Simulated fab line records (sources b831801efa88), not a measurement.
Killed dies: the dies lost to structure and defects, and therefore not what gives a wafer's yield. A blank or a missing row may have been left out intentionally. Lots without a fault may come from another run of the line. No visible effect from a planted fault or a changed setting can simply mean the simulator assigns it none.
fab line records + flow sfq_line
record
- lots=14
- wafers=41
- last_day=92
route steps=325 shown L0@14 M3@131 I4@176 I5@228 C5@248
lots that met no fault: from a run of the same line without faults
start_h: hours from the record's first day to the start of the lot's first wafer shown + wait_h: hours since the lot's step before + " unchanged from the row above + L1.1+2: a row that stands for several wafers + - no value, or no start was given + * or withheld: withheld + < > ~ a bound
route shown NAME@n: NAME is a module with steps in the file, n the number in the route of the first one + usual: the fault-free wafers' mean and standard deviation + same: alike in all rows + chamber/n: place in a boat + sites: the reading at each site + _std_site: how widely they spread, as a standard deviation + _edge_site: the outer-site mean with the inner-site mean subtracted + radius_mm: how far each site lies from the wafer's centre + mask NAME#n: copy n + behind: the tool/chamber that last shaped the wafer + hold: what put the lot on hold/how long, in hours/how the hold closed + device: whichever transistor did not switch (one of n, p or np) + end of line: at the end of the route, the tests of the same wafers + a step without rows: its recipe alone + killed: dies that structure and defects cost at the first sort, which is not the same as the wafer's yield + map: a wafer's dies, x killed, . not, _ none there
set.NAME: the run value of the setting; set.NAME@STEP: its run value at that earlier step + model.NAME: the simulator's own value behind a step, which no gauge read
the route's steps for a sample of lots (tables are steps, rows are wafers)
services: when a tool's chamber went out of use (start_h, in hours from the record's first day, below 0 if earlier), for how many hours, and the reason
## steps
# step SFQ_TRILAYER_L0_STRIP_STRIP_009
# recipe
- gas=O2
- power_w=200
- platen_temp_c=40
- overash_fraction=0.65
- chemistry=O2
- pressure_mtorr=50
# usual
- drypump_motor_current_A=5.4/0.35
- oes_product_au=0.998/0.011
# same
- overash_fraction=0.65
| lot.wafer | tool         | chamber | start_h | wait_h | drypump_motor_current_A | oes_product_au | rf_hours_counter_h |
|-----------|--------------|---------|---------|--------|-------------------------|----------------|--------------------|
| L554.3    | rie_metal-01 | 1       | 85.59   | 0.2    | 5.4                     | 1.000          | -                  |
| L554.4    | "            | 0       | "       | "      | 5.9                     | 0.976          | -                  |
| L554.6    | "            | 1       | "       | "      | 5.4                     | 1.003          | -                  |
| L555.2    | rie_metal-01 | 1       | 91.01   | 0.0    | 5.4                     | 0.999          | 58                 |
| L555.3    | "            | 1       | "       | "      | 5.4                     | 1.008          | -                  |
| L555.4    | "            | 0       | "       | "      | 5.8                     | 0.964          | -                  |
| L557.2    | rie_metal-02 | 0       | 101.81  | 0.0    | 5.7                     | 0.987          | 128                |
| L557.3    | "            | 1       | "       | "      | 4.7                     | 1.006          | -                  |
| L557.4    | "            | 0       | "       | "      | 5.7                     | 0.993          | -                  |
| L558.2    | rie_metal-03 | 1       | 108.27  | 0.0    | 5.5                     | 1.014          | 93                 |
| L558.3    | "            | 1       | "       | "      | 5.5                     | 1.026          | -                  |
| L558.4    | "            | 0       | "       | "      | 5.3                     | 1.003          | -                  |
| L561.5    | rie_metal-01 | 0       | 128.87  | 0.4    | 5.8                     | 0.976          | -                  |
| L561.6    | "            | 1       | "       | "      | 5.4                     | 1.006          | -                  |
| L563.3    | rie_metal-03 | 1       | 140.67  | 0.2    | 5.5                     | 1.004          | -                  |
| L563.4    | "            | 0       | "       | "      | 5.2                     | 1.008          | -                  |
| L563.5    | "            | 1       | "       | "      | 5.5                     | 1.012          | -                  |
| L566.2    | rie_metal-02 | 0       | 161.83  | 0.0    | 5.7                     | 0.993          | 136                |
| L566.3    | "            | 0       | "       | "      | 5.7                     | 0.990          | -                  |
| L566.5    | "            | 1       | "       | "      | 4.7                     | 1.008          | -                  |
| L567.2    | rie_metal-03 | 1       | 167.83  | 0.0    | 5.5                     | 1.006          | 106                |
| L567.5    | "            | 0       | "       | "      | 5.3                     | 0.989          | -                  |
| L567.6    | "            | 1       | "       | "      | 5.5                     | 1.007          | -                  |
| L568.2    | rie_metal-02 | 0       | 172.63  | 0.0    | 5.7                     | 0.989          | 138                |
| L568.3    | "            | 1       | "       | "      | 4.7                     | 1.003          | -                  |
| L568.4    | "            | 0       | "       | "      | 5.7                     | 0.993          | -                  |
| L572.1    | rie_metal-03 | 0       | 197.83  | 0.0    | 5.2                     | 0.986          | 192                |
| L572.5    | "            | 1       | "       | "      | 5.5                     | 0.994          | -                  |
| L572.6    | "            | 0       | "       | "      | 5.2                     | 0.997          | -                  |
| L573.2    | rie_metal-03 | 1       | 202.63  | 0.0    | 5.5                     | 1.015          | 114                |
| L573.3    | "            | 1       | "       | "      | 5.5                     | 1.016          | -                  |
| L573.5    | "            | 1       | "       | "      | 5.5                     | 1.012          | -                  |
| L574.2    | rie_metal-03 | 0       | 207.43  | 0.0    | 5.3                     | 0.987          | 194                |
| L574.4    | "            | 0       | "       | "      | 5.2                     | 0.996          | -                  |
| L574.6    | "            | 1       | "       | "      | 5.5                     | 1.008          | -                  |
| L575.1    | rie_metal-02 | 1       | 213.43  | 0.0    | 4.7                     | 1.007          | 176                |
| L575.2    | "            | 0       | "       | "      | 5.7                     | 0.998          | 146                |
| L575.6    | "            | 1       | "       | "      | 4.7                     | 1.002          | -                  |
| L576.1    | rie_metal-03 | 0       | 219.43  | 0.0    | 5.2                     | 0.998          | 196                |
| L576.2    | "            | 1       | "       | "      | 5.5                     | 1.003          | 118                |
| L576.6    | "            | 0       | "       | "      | 5.2                     | 0.994          | -                  |
# step SFQ_TRILAYER_M3_STRIP_STRIP_079
# recipe
- gas=O2
- power_w=200
- platen_temp_c=40
- overash_fraction=0.65
- chemistry=O2
- pressure_mtorr=50
# usual
- drypump_motor_current_A=5.4/0.38
- oes_product_au=0.999/0.014
# same
- overash_fraction=0.65
| lot.wafer | tool         | chamber | start_h | wait_h | drypump_motor_current_A | oes_product_au | rf_hours_counter_h |
|-----------|--------------|---------|---------|--------|-------------------------|----------------|--------------------|
| L554.3    | rie_metal-01 | 1       | 705.62  | 0.2    | 5.4                     | 1.010          | -                  |
| L554.4    | "            | 0       | "       | "      | 5.8                     | 0.983          | -                  |
| L554.6    | "            | 0       | "       | "      | 5.7                     | 0.979          | -                  |
| L555.2    | rie_metal-03 | 1       | 758.64  | 0.1    | 5.5                     | 1.017          | 43                 |
| L555.3    | "            | 0       | "       | "      | 5.3                     | 1.000          | -                  |
| L555.4    | "            | 1       | "       | "      | 5.5                     | 1.021          | -                  |
| L557.2    | rie_metal-01 | 0       | 761.04  | 0.1    | 5.9                     | 0.979          | 126                |
| L557.3    | "            | 0       | "       | "      | 5.9                     | 0.983          | -                  |
| L557.4    | "            | 1       | "       | "      | 5.4                     | 1.017          | -                  |
| L558.2    | rie_metal-02 | 0       | 762.63  | 0.4    | 5.7                     | 0.989          | -                  |
| L558.3    | "            | 0       | "       | "      | 5.7                     | 0.990          | -                  |
| L558.4    | "            | 0       | "       | "      | 5.7                     | 0.990          | -                  |
| L561.5    | rie_metal-02 | 0       | 849.38  | 0.4    | 5.7                     | 0.995          | -                  |
| L561.6    | "            | 1       | "       | "      | 4.7                     | 1.013          | -                  |
| L563.3    | rie_metal-03 | 1       | 867.77  | 0.2    | 5.5                     | 1.013          | -                  |
| L563.4    | "            | 0       | "       | "      | 5.2                     | 0.986          | -                  |
| L563.5    | "            | 0       | "       | "      | 5.2                     | 0.992          | -                  |
| L566.2    | rie_metal-03 | 1       | 905.23  | 0.1    | 5.5                     | 1.014          | 68                 |
| L566.3    | "            | 1       | "       | "      | 5.5                     | 1.018          | -                  |
| L566.5    | "            | 0       | "       | "      | 5.3                     | 0.989          | -                  |
| L567.2    | rie_metal-02 | 0       | 908.83  | 0.1    | 5.6                     | 0.982          | 81                 |
| L567.5    | "            | 0       | "       | "      | 5.6                     | 0.984          | -                  |
| L567.6    | "            | 1       | "       | "      | 4.7                     | 1.003          | -                  |
| L568.2    | rie_metal-02 | 0       | 917.36  | 0.1    | 5.7                     | 0.972          | 83                 |
| L568.3    | "            | 1       | "       | "      | 4.7                     | 1.004          | -                  |
| L568.4    | "            | 0       | "       | "      | 5.7                     | 0.982          | -                  |
| L572.1    | rie_metal-02 | 1       | 934.60  | 0.1    | 4.7                     | 1.013          | 91                 |
| L572.5    | "            | 0       | "       | "      | 5.7                     | 0.980          | -                  |
| L572.6    | "            | 1       | "       | "      | 4.7                     | 1.001          | -                  |
| L573.2    | rie_metal-03 | 1       | 937.00  | 0.1    | 5.5                     | 1.015          | 72                 |
| L573.3    | "            | 0       | "       | "      | 5.3                     | 1.006          | -                  |
| L573.5    | "            | 0       | "       | "      | 5.2                     | 1.012          | -                  |
| L574.2    | rie_metal-02 | 0       | 944.46  | 0.1    | 5.7                     | 0.976          | 87                 |
| L574.4    | "            | 0       | "       | "      | 5.7                     | 0.989          | -                  |
| L574.6    | "            | 0       | "       | "      | 5.6                     | 0.978          | -                  |
| L575.1    | rie_metal-01 | 0       | 959.34  | 0.1    | 5.8                     | 0.986          | 14                 |
| L575.2    | "            | 1       | "       | "      | 5.4                     | 1.002          | 36                 |
| L575.6    | "            | 0       | "       | "      | 5.9                     | 0.980          | -                  |
| L576.1    | rie_metal-03 | 0       | 1003.48 | 0.1    | 5.2                     | 0.996          | 86                 |
| L576.2    | "            | 1       | "       | "      | 5.5                     | 1.026          | 79                 |
| L576.6    | "            | 0       | "       | "      | 5.2                     | 1.003          | -                  |
# step SFQ_TRILAYER_I4_VIA_STRIP_STRIP_107
# recipe
- gas=O2
- power_w=200
- platen_temp_c=40
- overash_fraction=0.65
- chemistry=O2
- pressure_mtorr=50
# usual
- drypump_motor_current_A=5.4/0.36
- oes_product_au=0.995/0.013
# same
- overash_fraction=0.65
| lot.wafer | tool         | chamber | start_h | wait_h | drypump_motor_current_A | oes_product_au | rf_hours_counter_h |
|-----------|--------------|---------|---------|--------|-------------------------|----------------|--------------------|
| L554.3    | rie_metal-04 | 0       | 1145.25 | -      | 5.1                     | 1.001          | -                  |
| L554.4    | "            | 1       | "       | "      | 5.3                     | 0.982          | -                  |
| L554.6    | "            | 1       | "       | "      | 5.3                     | 0.987          | -                  |
| L555.2    | rie_metal-04 | 0       | 1181.15 | -      | 5.1                     | 1.002          | 20                 |
| L555.3    | "            | 0       | "       | "      | 5.0                     | 1.017          | -                  |
| L555.4    | "            | 1       | "       | "      | 5.3                     | 0.997          | -                  |
| L557.2    | rie_metal-02 | 1       | 1189.36 | -      | 4.7                     | 1.015          | 126                |
| L557.3    | "            | 1       | "       | "      | 4.7                     | 1.008          | -                  |
| L557.4    | "            | 0       | "       | "      | 5.6                     | 0.986          | -                  |
| L558.2    | rie_metal-02 | 0       | 1194.16 | -      | 5.7                     | 0.974          | 121                |
| L558.3    | "            | 0       | "       | "      | 5.7                     | 0.975          | -                  |
| L558.4    | "            | 1       | "       | "      | 4.7                     | 1.000          | -                  |
| L561.5    | rie_metal-01 | 0       | 1208.96 | -      | 5.9                     | 0.991          | -                  |
| L561.6    | "            | 1       | "       | "      | 5.4                     | 1.004          | -                  |
| L563.3    | rie_metal-02 | 1       | 1214.76 | -      | 4.7                     | 1.004          | -                  |
| L563.4    | "            | 0       | "       | "      | 5.7                     | 0.987          | -                  |
| L563.5    | "            | 1       | "       | "      | 4.7                     | 1.018          | -                  |
| L566.2    | rie_metal-01 | 1       | 1250.56 | -      | 5.4                     | 1.004          | 68                 |
| L566.3    | "            | 0       | "       | "      | 5.8                     | 0.975          | -                  |
| L566.5    | "            | 1       | "       | "      | 5.4                     | 1.000          | -                  |
| L567.2    | rie_metal-04 | 0       | 1257.37 | -      | 5.1                     | 1.003          | 27                 |
| L567.5    | "            | 0       | "       | "      | 5.0                     | 1.002          | -                  |
| L567.6    | "            | 1       | "       | "      | 5.3                     | 0.984          | -                  |
| L568.2    | rie_metal-02 | 1       | 1260.97 | -      | 4.7                     | 1.012          | 134                |
| L568.3    | "            | 1       | "       | "      | 4.7                     | 1.005          | -                  |
| L568.4    | "            | 0       | "       | "      | 5.7                     | 0.992          | -                  |
| L572.1    | rie_metal-01 | 0       | 1277.84 | -      | 5.8                     | 0.982          | 47                 |
| L572.5    | "            | 0       | "       | "      | 5.9                     | 0.986          | -                  |
| L572.6    | "            | 1       | "       | "      | 5.4                     | 1.013          | -                  |
| L573.2    | rie_metal-04 | 1       | 1278.97 | -      | 5.3                     | 0.983          | 135                |
| L573.3    | "            | 0       | "       | "      | 5.1                     | 1.010          | -                  |
| L573.5    | "            | 1       | "       | "      | 5.3                     | 0.983          | -                  |
| L574.2    | rie_metal-01 | 1       | 1286.17 | -      | 5.4                     | 1.007          | 70                 |
| L574.4    | "            | 0       | "       | "      | 5.8                     | 0.972          | -                  |
| L574.6    | "            | 1       | "       | "      | 5.4                     | 0.997          | -                  |
| L575.1    | rie_metal-02 | 0       | 1293.37 | -      | 5.7                     | 0.998          | 133                |
| L575.2    | "            | 0       | "       | "      | 5.7                     | 1.001          | -                  |
| L575.6    | "            | 0       | "       | "      | 5.7                     | 0.989          | -                  |
| L576.1    | rie_metal-01 | 0       | 1308.97 | -      | 5.8                     | 0.980          | 49                 |
| L576.2    | "            | 1       | "       | "      | 5.4                     | 1.011          | 73                 |
| L576.6    | "            | 0       | "       | "      | 5.8                     | 0.982          | -                  |
# step SFQ_TRILAYER_A5C_DEP_PECVD_142
# recipe
- material=SiO2
- temp_c=150
- time_s=15.556
- pressure_torr=2.4
- rf_w=183.3
- precursor=SiH4/N2O
- target_thk_nm=70
# usual
- heater_power_w=82/14
- rf_fwd_power_W=180.2/1.1
- throttle_valve_pct=26.1/1.2
| lot.wafer | tool     | chamber | start_h | wait_h | heater_power_w | rf_fwd_power_W | throttle_valve_pct |
|-----------|----------|---------|---------|--------|----------------|----------------|--------------------|
| L554.3    | pecvd-04 | 0       | 1474.05 | 0.0    | 102            | 178.1          | 24.7               |
| L554.4    | "        | 2       | "       | "      | 74             | 181.0          | 25.4               |
| L554.6    | "        | 0       | "       | "      | 104            | 178.0          | 25.1               |
| L555.2    | pecvd-01 | 1       | 1482.25 | 0.0    | 76             | 181.4          | 27.2               |
| L555.3    | "        | 0       | "       | "      | 78             | 181.5          | 26.0               |
| L555.4    | "        | 1       | "       | "      | 80             | 181.4          | 27.8               |
| L557.2    | pecvd-01 | 2       | 1486.57 | 0.0    | 94             | 180.7          | 26.5               |
| L557.3    | "        | 1       | "       | "      | 76             | 181.5          | 27.5               |
| L557.4    | "        | 2       | "       | "      | 98             | 180.3          | 26.5               |
| L558.2    | pecvd-04 | 2       | 1490.19 | 0.0    | 71             | 181.6          | 25.4               |
| L558.3    | "        | 1       | "       | "      | 68             | 180.1          | 26.4               |
| L558.4    | "        | 0       | "       | "      | 103            | 178.6          | 24.5               |
| L561.5    | pecvd-04 | 1       | 1500.28 | 0.0    | 69             | -              | 26.5               |
| L561.6    | "        | 0       | "       | "      | 101            | -              | 24.6               |
| L563.3    | pecvd-04 | 2       | 1506.25 | 0.0    | 81             | -              | 25.5               |
| L563.4    | "        | 2       | "       | "      | 80             | -              | 25.5               |
| L563.5    | "        | 1       | "       | "      | 60             | -              | 26.4               |
| L566.2    | pecvd-01 | 0       | 1539.85 | 0.0    | 75             | 180.9          | 26.1               |
| L566.3    | "        | 2       | "       | "      | 109            | 178.6          | 26.6               |
| L566.5    | "        | 1       | "       | "      | 79             | 180.7          | 27.7               |
| L567.2    | pecvd-02 | 1       | 1545.87 | 0.0    | 77             | 177.8          | 24.5               |
| L567.5    | "        | 0       | "       | "      | 66             | 179.9          | 25.0               |
| L567.6    | "        | 1       | "       | "      | 76             | 178.5          | 24.7               |
| L568.2    | pecvd-01 | 0       | 1548.27 | 0.0    | 73             | 180.8          | 26.6               |
| L568.3    | "        | 2       | "       | "      | 108            | 179.2          | 26.6               |
| L568.4    | "        | 0       | "       | "      | 74             | 180.6          | 26.2               |
| L572.1    | pecvd-01 | 0       | 1565.47 | 0.0    | 72             | 180.6          | 26.3               |
| L572.5    | "        | 1       | "       | "      | 75             | 181.7          | 28.0               |
| L572.6    | "        | 0       | "       | "      | 72             | 180.7          | 26.3               |
| L573.2    | pecvd-01 | 0       | 1571.47 | 0.0    | 72             | 180.3          | 26.5               |
| L573.3    | "        | 1       | "       | "      | 70             | 180.8          | 27.7               |
| L573.5    | "        | 1       | "       | "      | 73             | 180.7          | 28.0               |
| L574.2    | pecvd-02 | 0       | 1573.87 | 0.0    | 70             | 179.4          | 24.9               |
| L574.4    | "        | 2       | "       | "      | 65             | 180.8          | 23.9               |
| L574.6    | "        | 1       | "       | "      | 74             | 178.8          | 24.6               |
| L575.1    | pecvd-01 | 1       | 1576.27 | 0.0    | 78             | 180.5          | 27.9               |
| L575.2    | "        | 0       | "       | "      | 79             | 180.7          | 26.3               |
| L575.6    | "        | 1       | "       | "      | 77             | 180.9          | 27.9               |
| L576.1    | pecvd-01 | 1       | 1584.67 | 0.0    | 70             | 180.7          | 28.0               |
| L576.2    | "        | 2       | "       | "      | 99             | 179.1          | 26.8               |
| L576.6    | "        | 1       | "       | "      | 70             | 180.7          | 27.8               |
# step SFQ_TRILAYER_C5_ETCH_VIA_ETCH_154
# recipe
- target=SiO2
- mask_material=PR
- chemistry=CHF3
- target_depth_nm=84
- source_w=500
- bias_w=80
- pressure_mtorr=30
- time_s=withheld
- stop_on=Nb
# usual
- drypump_motor_current_A=6.0/0.57
- oes_product_au=0.895/0.0086
- rf_fwd_power_W=495.9/1.7
| lot.wafer | tool        | chamber | start_h | wait_h | drypump_motor_current_A | oes_product_au | rf_fwd_power_W |
|-----------|-------------|---------|---------|--------|-------------------------|----------------|----------------|
| L554.3    | rie_diel-01 | 1       | 1724.44 | 0.0    | 6.6                     | 0.897          | 496.2          |
| L554.4    | "           | 2       | "       | "      | 5.0                     | 0.910          | 493.0          |
| L554.6    | "           | 0       | "       | "      | 6.0                     | 0.911          | 495.2          |
| L555.2    | rie_diel-03 | 0       | 1725.64 | 0.0    | 6.4                     | 0.898          | 499.8          |
| L555.3    | "           | 2       | "       | "      | 5.7                     | 0.879          | 496.0          |
| L555.4    | "           | 3       | "       | "      | 6.7                     | 0.909          | 492.9          |
| L557.2    | rie_diel-03 | 3       | 1729.24 | 0.0    | 6.7                     | 0.896          | 492.7          |
| L557.3    | "           | 1       | "       | "      | 5.7                     | 0.896          | 497.1          |
| L557.4    | "           | 2       | "       | "      | 5.7                     | 0.901          | 496.5          |
| L558.2    | rie_diel-01 | 2       | 1731.64 | 0.0    | 5.0                     | 0.896          | 498.7          |
| L558.3    | "           | 1       | "       | "      | 6.6                     | 0.881          | 496.3          |
| L558.4    | "           | 3       | "       | "      | 6.4                     | 0.900          | 497.1          |
| L561.5    | rie_diel-03 | 1       | 1738.86 | 0.0    | 5.7                     | 0.788          | 495.7          |
| L561.6    | "           | 0       | "       | "      | 6.4                     | 0.799          | 494.8          |
| L563.3    | rie_diel-01 | 2       | 1741.24 | 0.0    | 5.0                     | 0.786          | 495.2          |
| L563.4    | "           | 0       | "       | "      | 6.0                     | 0.794          | 494.4          |
| L563.5    | "           | 2       | "       | "      | 5.0                     | 0.797          | 495.7          |
| L566.2    | rie_diel-02 | 0       | 1758.04 | 0.0    | 5.0                     | 0.892          | 493.9          |
| L566.3    | "           | 1       | "       | "      | 5.8                     | 0.886          | 493.5          |
| L566.5    | "           | 1       | "       | "      | 5.8                     | 0.899          | 492.6          |
| L567.2    | rie_diel-02 | 3       | 1762.84 | 0.0    | 5.6                     | 0.883          | 493.8          |
| L567.5    | "           | 1       | "       | "      | 5.7                     | 0.905          | 495.3          |
| L567.6    | "           | 2       | "       | "      | 6.7                     | 0.899          | 495.1          |
| L568.2    | rie_diel-02 | 1       | 1765.36 | 0.0    | 5.7                     | 0.898          | 495.5          |
| L568.3    | "           | 0       | "       | "      | 5.0                     | 0.890          | 495.4          |
| L568.4    | "           | 2       | "       | "      | 6.7                     | 0.901          | 496.0          |
| L572.1    | rie_diel-03 | 0       | 1789.36 | 0.0    | 6.3                     | 0.891          | 498.0          |
| L572.5    | "           | 0       | "       | "      | 6.3                     | 0.904          | 496.5          |
| L572.6    | "           | 3       | "       | "      | 6.7                     | 0.893          | 493.0          |
| L573.2    | rie_diel-03 | 3       | 1798.96 | 0.0    | 6.7                     | 0.887          | 494.5          |
| L573.3    | "           | 0       | "       | "      | 6.3                     | 0.893          | 497.9          |
| L573.5    | "           | 0       | "       | "      | 6.4                     | 0.903          | 496.5          |
| L574.2    | rie_diel-02 | 0       | 1801.41 | 0.0    | 5.0                     | 0.894          | 496.8          |
| L574.4    | "           | 3       | "       | "      | 5.6                     | 0.910          | 492.5          |
| L574.6    | "           | 0       | "       | "      | 5.0                     | 0.903          | 498.3          |
| L575.1    | rie_diel-01 | 2       | 1804.96 | 0.0    | 5.0                     | 0.888          | 497.6          |
| L575.2    | "           | 3       | "       | "      | 6.5                     | 0.885          | 498.2          |
| L575.6    | "           | 2       | "       | "      | 5.0                     | 0.897          | 495.4          |
| L576.1    | rie_diel-01 | 0       | 1816.96 | 0.0    | 6.0                     | 0.883          | 498.5          |
| L576.2    | "           | 3       | "       | "      | 6.4                     | 0.881          | 495.5          |
| L576.6    | "           | 2       | "       | "      | 5.0                     | 0.891          | 494.7          |
## services
| tool         | chamber | start_h | hours | kind   |
|--------------|---------|---------|-------|--------|
| rie_metal-03 | -       | 62.15   | 0.4   | repair |
| rie_metal-02 | -       | 115.84  | 14.6  | pm     |
| rie_metal-02 | 0       | 224.17  | 7.0   | repair |
| rie_metal-02 | -       | 235.25  | 1.1   | repair |
| rie_metal-03 | -       | 337.71  | 0.3   | repair |
| rie_metal-03 | -       | 410.89  | 2.8   | pm     |
| rie_metal-03 | -       | 436.87  | 1.8   | repair |
| rie_metal-02 | -       | 443.09  | 1.4   | pm     |
| rie_metal-03 | 0       | 540.81  | 156.4 | repair |
| rie_metal-03 | -       | 588.10  | 14.6  | pm     |
| rie_metal-03 | -       | 618.14  | 17.3  | repair |
| rie_metal-03 | 1       | 637.90  | 2.3   | repair |
| rie_metal-03 | -       | 672.02  | 1.2   | repair |
| rie_metal-03 | -       | 709.81  | 5.5   | repair |
| rie_metal-03 | -       | 734.99  | 0.1   | repair |
| rie_metal-03 | -       | 838.47  | 2.6   | repair |
| rie_metal-03 | -       | 845.22  | 1.0   | repair |
| rie_metal-02 | -       | 917.96  | 2.8   | pm     |
| rie_metal-02 | -       | 956.39  | 0.5   | repair |
| rie_metal-02 | -       | 1034.25 | 0.5   | repair |
| rie_metal-02 | -       | 1111.40 | 1.2   | repair |
| rie_metal-02 | -       | 1192.97 | 0.1   | repair |
| rie_metal-02 | -       | 1699.81 | 16.3  | repair |
| rie_metal-02 | 0       | 1716.61 | 3.7   | repair |
## key
first_sign
- step=SFQ_TRILAYER_C5_ETCH_VIA_ETCH_154
- reading=oes_product_au
- direction=down
- sigmas=12
- usual=0.895
- struck=0.793
effect none on later readings
met_at SFQ_TRILAYER_A5C_DEP_PECVD_142
struck_lots L561,L563
not_acting_at SFQ_TRILAYER_L0_STRIP_STRIP_009,SFQ_TRILAYER_M3_STRIP_STRIP_079,SFQ_TRILAYER_I4_VIA_STRIP_STRIP_107
onset_between 1490.19 1500.28
fault
- kind=process_parameter_drift
- tool=pecvd-04
- chamber=-
- onset_h=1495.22
- steps=SFQ_TRILAYER_A5C_DEP_PECVD_142
- channel=time_s
- offset=*
- shape=step
- end_h=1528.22
- acts_in=*
- stated=*
